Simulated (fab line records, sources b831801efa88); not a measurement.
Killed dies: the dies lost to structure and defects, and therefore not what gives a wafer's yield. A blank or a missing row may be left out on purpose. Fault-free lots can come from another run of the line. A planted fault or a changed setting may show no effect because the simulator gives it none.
Which tool is to blame? -- flow sfq line -- 15 lots (45 wafers sampled), 1 step of a 325-step route

== WHAT THE GAUGES SHOWED, per wafer ==
SFQ_INCOMING_BOW_MEAS_900. Usual: INCOMING_BOW gives 1 um (standard deviation 6.5).
lot,measured,on,INCOMING_BOW (um),flag
L247,day 1 15:02,film metro-04,9 -9 8,
L250,day 2 06:01,film metro-01,-17 11 -6,
L251,day 2 11:01,film metro-04,4 8 -4,
L252,day 2 16:00,film metro-04,3 3 -11,
L256,day 3 12:00,film metro-01,-4 -9 0,
L257,day 3 17:02,film metro-02,5 2 2,
L261,day 4 13:00,film metro-04,6 1 2,
L262,day 4 18:04,film metro-02,-1 6 -7,
L263,day 4 23:01,film metro-04,3 6 5,
L264,day 5 04:00,film metro-01,-2 3 -4,
L265,day 5 09:00,film metro-01,-2 8 -5,
L266,day 5 14:00,film metro-04,9 1 12,
L267,day 5 19:00,film metro-04,3 -9 8,
L268,day 6 00:01,film metro-02,-10 -3 4,
L269,day 6 05:01,film metro-01,-7 -5 -3,

== WHICH TOOL RAN EACH LOT (tool, then ch and the chambers of the sampled wafers, then the start) ==
Record: no process step prior to these readings.

== WHAT THE TOOLS THEMSELVES READ (means of the sampled wafers that have a number; where no wafer has one, the mark that the record gives instead) ==
The record holds no such reading with a usual standard deviation.

== THE ANSWER, worked out from the rows above alone ==
Rule: a lot counts as off when the mean over its wafers that have a number is more than 3 standard deviations away from the usual mean. A lot without any number at a reading at which 4 lots or more have one is off too. Where the step has rows for the other lots, those lots are counted as sound. Order of review: gauges by route order, followed by the tools' own readings, for which a lot's mean as printed above is used. At the first step where some lot is off, the reading lying furthest off is the one used; lots without a number count as furthest.
None of the lots is off at any reading shown; this tells nothing.

== WHAT THE SIMULATOR PUT IN ==
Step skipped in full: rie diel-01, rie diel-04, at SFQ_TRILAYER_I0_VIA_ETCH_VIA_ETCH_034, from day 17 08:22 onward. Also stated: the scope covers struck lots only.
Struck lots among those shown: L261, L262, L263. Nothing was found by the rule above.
